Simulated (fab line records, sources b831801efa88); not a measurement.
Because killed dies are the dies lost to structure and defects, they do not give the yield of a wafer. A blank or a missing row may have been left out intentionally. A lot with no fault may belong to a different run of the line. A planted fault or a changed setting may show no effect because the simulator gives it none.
Split-lot trial	flow gf180mcu	on a route of 602 steps: 5 lots, 27 wafers read

== ON THE SPLIT ==
At GF_V2_SPUTTER_21 (material Ti, target thk 15 nm, time 80.02 s), the setting time s was moved away from the recipe's 80.02 s on 6 of the 27 wafers read, by +26.2% to +36.0%. For the rest of the wafers, this setting stayed at what the recipe calls for.

The split's own step is where the reading is taken.

== THE READING ==
Ti_of_V2_SPUTTER_21.thk nm (the simulator's own value, which no gauge read), in nm, at GF_V2_SPUTTER_21 (material Ti, target thk 15 nm, time 80.02 s). The file does not state a usual value for it. Across the 21 wafers here that went through the recipe, the average is 15.01 nm and the standard deviation 0.16 nm.

wafer	tool, chamber at the split	time s as run, s	against the recipe	Ti_of_V2_SPUTTER_21.thk nm, nm	against lot-mates on the recipe
L077.1	pvd sputter-04, -	80.02	recipe	15.02	-
L077.2	pvd sputter-04, -	108.8	+36.0%	20.53	+5.47
L077.3	pvd sputter-04, -	80.02	recipe	15.09	-
L077.4	pvd sputter-04, -	108.8	+36.0%	20.33	+5.27
L077.5	pvd sputter-04, -	108.8	+36.0%	20.31	+5.25
L077.6	pvd sputter-04, -	80.02	recipe	15.07	-
L079.3	pvd sputter-04, -	80.02	recipe	15.21	-
L079.4	pvd sputter-04, -	80.02	recipe	14.99	-
L079.6	pvd sputter-04, -	80.02	recipe	15.11	-
L083.1	pvd sputter-01, -	80.02	recipe	14.77	-
L083.2	pvd sputter-01, -	80.02	recipe	14.69	-
L083.3	pvd sputter-01, -	80.02	recipe	15.01	-
L083.4	pvd sputter-01, -	80.02	recipe	14.79	-
L083.5	pvd sputter-01, -	80.02	recipe	14.74	-
L083.6	pvd sputter-01, -	80.02	recipe	14.81	-
L084.1	pvd sputter-03, -	80.02	recipe	14.88	-
L084.2	pvd sputter-03, -	80.02	recipe	15.07	-
L084.3	pvd sputter-03, -	80.02	recipe	15.13	-
L084.4	pvd sputter-03, -	80.02	recipe	15.13	-
L084.5	pvd sputter-03, -	80.02	recipe	15.1	-
L084.6	pvd sputter-03, -	80.02	recipe	15.26	-
L085.1	pvd sputter-03, -	80.02	recipe	15.19	-
L085.2	pvd sputter-03, -	80.02	recipe	15.08	-
L085.3	pvd sputter-03, -	101	+26.2%	18.65	+3.54
L085.4	pvd sputter-03, -	101	+26.2%	18.9	+3.79
L085.5	pvd sputter-03, -	101	+26.2%	18.69	+3.58
L085.6	pvd sputter-03, -	80.02	recipe	15.07	-

FIT RESULTS
A straight line over all 27 wafers: Ti_of_V2_SPUTTER_21.thk nm changes by +0.147 nm for each +1% of time s; r = +1.00; the points scatter about the line by 0.16 nm.
The same after taking each lot's own level away (the mean of its wafers on the recipe; 27 wafers): +0.145 nm for each +1%; r = +1.00; scatter 0.12 nm.
On that fit, the largest move of time s shifts the reading by 5.2 nm.
Measured against the standard deviation above, the lots' own levels, which go from 14.802 to 15.113 nm, span 1.9 times it.
The two slopes agree, so the slope changes little with the lot-to-lot level.
Check: +5.14 nm against its lot-mates is what the line predicts for one of the wafers moved furthest among these (+36.0%) when that wafer is left out of the fit. Against them it came out at +5.47 nm.

== THESE WAFERS: OTHER SPLITS ==
Before the reading, these wafers also passed through other splits. Each is held against what the fit with the lots' levels taken away leaves over:
other split on the same wafers	wafers away from the commonest value	r with Ti_of_V2_SPUTTER_21.thk nm (lot level and that fit taken away)
GF_STI_CVD_03 time s	12	+0.41
GF_STI_WET_ETCH_17 time s	18	+0.30
GF_DUAL_GATE_OXIDATION_15 ox time s	21	-0.01
GF_NSD_DEVELOP_06 develop time s	9	-0.03
GF_M2_SPUTTER_04 time s	6	-0.11

== THE FILE'S OWN FIT ==
Ti_of_V2_SPUTTER_21.thk nm changes by +0.145 nm for each +1% of time s, r = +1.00.
